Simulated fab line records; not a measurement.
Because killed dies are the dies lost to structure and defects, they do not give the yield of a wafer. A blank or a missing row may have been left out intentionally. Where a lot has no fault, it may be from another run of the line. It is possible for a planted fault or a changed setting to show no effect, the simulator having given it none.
Which tool did it? / flow sky130 / 39 wafers from 13 lots sampled at 4 of the route's 708 steps

WHAT THE GAUGES SHOWED, per wafer
SKY_LDD_P_TW_MEAS_11.
lot=L258; measured=day 19 18:01; on=film_metro-01; LDD_P_TW=639.7 643.0 638.5
lot=L259; measured=day 19 23:34; on=film_metro-04; LDD_P_TW=633.6 636.3 636.4
lot=L260; measured=day 20 14:11; on=film_metro-04; LDD_P_TW=638.0 639.1 639.2
lot=L261; measured=day 21 05:13; on=film_metro-02; LDD_P_TW=625.9 622.3 626.9
lot=L263; measured=day 21 22:19; on=film_metro-01; LDD_P_TW=626.9 627.3 632.6
lot=L262; measured=day 21 23:52; on=film_metro-02; LDD_P_TW=626.2 625.2 624.7
lot=L272; measured=day 24 18:34; on=film_metro-02; LDD_P_TW=634.8 635.6 633.8
lot=L274; measured=day 26 10:40; on=film_metro-01; LDD_P_TW=640.3 640.2 637.8
lot=L275; measured=day 26 12:04; on=film_metro-04; LDD_P_TW=636.0 636.6 633.0
lot=L276; measured=day 26 16:35; on=film_metro-01; LDD_P_TW=635.1 636.2 636.7
lot=L277; measured=day 26 20:57; on=film_metro-04; LDD_P_TW=635.0 634.4 636.6
lot=L278; measured=day 27 03:30; on=film_metro-01; LDD_P_TW=642.9 639.4 643.3
lot=L279; measured=day 27 08:01; on=film_metro-01; LDD_P_TW=639.7 638.2 637.8

SKY_VIA2_RS_MEAS_22: uses a four-point probe to measure.
lot=L258; measured=day 36 21:54; on=film_metro-02; VIA2_W_RS (ohm/sq)=0.2737 0.2726 0.2724
lot=L259; measured=day 37 00:35; on=film_metro-03; VIA2_W_RS (ohm/sq)=0.2735 0.2717 0.2731
lot=L260; measured=day 37 17:28; on=film_metro-03; VIA2_W_RS (ohm/sq)=0.2677 0.2687 0.2675
lot=L261; measured=day 38 07:27; on=film_metro-03; VIA2_W_RS (ohm/sq)=0.2727 0.2709 0.2718
lot=L263; measured=day 38 16:55; on=film_metro-02; VIA2_W_RS (ohm/sq)=0.2712 0.2733 0.2673
lot=L262; measured=day 38 18:41; on=film_metro-02; VIA2_W_RS (ohm/sq)=0.2752 0.2732 0.2724
lot=L272; measured=day 41 01:38; on=film_metro-02; VIA2_W_RS (ohm/sq)=0.2683 0.2689 0.2726
lot=L274; measured=day 42 09:47; on=film_metro-04; VIA2_W_RS (ohm/sq)=0.2728 0.2708 0.2711
lot=L275; measured=day 42 12:38; on=film_metro-04; VIA2_W_RS (ohm/sq)=0.2714 0.2696 0.2683
lot=L276; measured=day 42 15:40; on=film_metro-03; VIA2_W_RS (ohm/sq)=0.2677 0.2682 0.2689
lot=L277; measured=day 42 20:54; on=film_metro-02; VIA2_W_RS (ohm/sq)=0.2709 0.2685 0.2714
lot=L278; measured=day 43 03:07; on=film_metro-02; VIA2_W_RS (ohm/sq)=0.2715 0.2723 0.2712
lot=L279; measured=day 43 03:28; on=film_metro-04; VIA2_W_RS (ohm/sq)=0.2691 0.2699 0.2694

WHICH TOOL RAN EACH LOT (tool, then ch and the chambers of the sampled wafers, then the start)
lot=L258; SKY_LDD_P_IMPLANT_09=implanter-02 ch 0, day 19 17:46; SKY_VIA2_CVD_21=cvd_w-01 ch 0, day 36 21:38
lot=L259; SKY_LDD_P_IMPLANT_09=implanter-04 ch 0, day 19 23:19; SKY_VIA2_CVD_21=cvd_w-02 ch 0,1, day 37 00:27
lot=L260; SKY_LDD_P_IMPLANT_09=implanter-04 ch 0, day 20 13:58; SKY_VIA2_CVD_21=cvd_w-02 ch 0,1, day 37 17:21
lot=L261; SKY_LDD_P_IMPLANT_09=implanter-04 ch 0, day 21 04:58; SKY_VIA2_CVD_21=cvd_w-02 ch 0,1, day 38 07:19
lot=L263; SKY_LDD_P_IMPLANT_09=implanter-04 ch 0, day 21 22:05; SKY_VIA2_CVD_21=cvd_w-01 ch 0,1, day 38 16:46
lot=L262; SKY_LDD_P_IMPLANT_09=implanter-04 ch 0, day 21 23:38; SKY_VIA2_CVD_21=cvd_w-01 ch 0,1, day 38 18:32
lot=L272; SKY_LDD_P_IMPLANT_09=implanter-04 ch 0, day 24 18:19; SKY_VIA2_CVD_21=cvd_w-02 ch 0,1, day 41 01:31
lot=L274; SKY_LDD_P_IMPLANT_09=implanter-04 ch 0, day 26 10:27; SKY_VIA2_CVD_21=cvd_w-01 ch 0,1, day 42 09:40
lot=L275; SKY_LDD_P_IMPLANT_09=implanter-03 ch 0, day 26 11:49; SKY_VIA2_CVD_21=cvd_w-02 ch 0, day 42 12:31
lot=L276; SKY_LDD_P_IMPLANT_09=implanter-02 ch 0, day 26 16:22; SKY_VIA2_CVD_21=cvd_w-02 ch 0,1, day 42 15:32
lot=L277; SKY_LDD_P_IMPLANT_09=implanter-04 ch 0, day 26 20:42; SKY_VIA2_CVD_21=cvd_w-02 ch 0,1, day 42 20:46
lot=L278; SKY_LDD_P_IMPLANT_09=implanter-03 ch 0, day 27 03:16; SKY_VIA2_CVD_21=cvd_w-02 ch 0,1, day 43 02:58
lot=L279; SKY_LDD_P_IMPLANT_09=implanter-03 ch 0, day 27 07:47; SKY_VIA2_CVD_21=cvd_w-01 ch 0,1, day 43 03:19
- SKY_LDD_P_IMPLANT_09
- SKY_VIA2_CVD_21: deposits W, target thk 420 nm, time 126.4 s.

WHAT THE TOOLS THEMSELVES READ (means of the sampled wafers that have a number; where no wafer has one, the mark that the record gives instead)
SKY_LDD_P_IMPLANT_09.
lot=L258; tool=implanter-02; beam_on_s (s)=9.97
lot=L259; tool=implanter-04; beam_on_s (s)=9.95
lot=L260; tool=implanter-04; beam_on_s (s)=10.02
lot=L261; tool=implanter-04; beam_on_s (s)=9.85
lot=L263; tool=implanter-04; beam_on_s (s)=9.81
lot=L262; tool=implanter-04; beam_on_s (s)=10.03
lot=L272; tool=implanter-04; beam_on_s (s)=9.88
lot=L274; tool=implanter-04; beam_on_s (s)=10.06
lot=L275; tool=implanter-03; beam_on_s (s)=9.88
lot=L276; tool=implanter-02; beam_on_s (s)=10.21
lot=L277; tool=implanter-04; beam_on_s (s)=9.85
lot=L278; tool=implanter-03; beam_on_s (s)=9.92
lot=L279; tool=implanter-03; beam_on_s (s)=9.72

SKY_VIA2_CVD_21.
lot=L258; tool=cvd_w-01; heater_power_w (W)=944
lot=L259; tool=cvd_w-02; heater_power_w (W)=843
lot=L260; tool=cvd_w-02; heater_power_w (W)=850
lot=L261; tool=cvd_w-02; heater_power_w (W)=846
lot=L263; tool=cvd_w-01; heater_power_w (W)=864
lot=L262; tool=cvd_w-01; heater_power_w (W)=770
lot=L272; tool=cvd_w-02; heater_power_w (W)=821
lot=L274; tool=cvd_w-01; heater_power_w (W)=872
lot=L275; tool=cvd_w-02; heater_power_w (W)=769
lot=L276; tool=cvd_w-02; heater_power_w (W)=788
lot=L277; tool=cvd_w-02; heater_power_w (W)=802
lot=L278; tool=cvd_w-02; heater_power_w (W)=814
lot=L279; tool=cvd_w-01; heater_power_w (W)=877

THE ANSWER, worked out from the rows above alone
Rule: the lots themselves supply what counts as usual. The widest of any qualifying gaps counts: lots, ordered by their means at a reading, are off when they make up no more than a third of the lots, leave a main group of 4 or more, and stand apart from it by 3 or more times the standard deviation of that group's means. Not used: any main group whose means are identical at the precision the tables above print for the reading. A lot without any number at a reading at which 4 lots or more have one is off too. The other lots that the step has rows for count as sound. Order of review: gauges by route order, followed by the tools' own readings, for which a lot's mean as printed above is used. At the first step where some lot is off, the reading lying furthest off is the one used; lots without a number count as furthest.
Across all readings shown, no lot is off: no conclusion can be drawn from this.

WHAT WAS PUT IN BY THE SIMULATOR
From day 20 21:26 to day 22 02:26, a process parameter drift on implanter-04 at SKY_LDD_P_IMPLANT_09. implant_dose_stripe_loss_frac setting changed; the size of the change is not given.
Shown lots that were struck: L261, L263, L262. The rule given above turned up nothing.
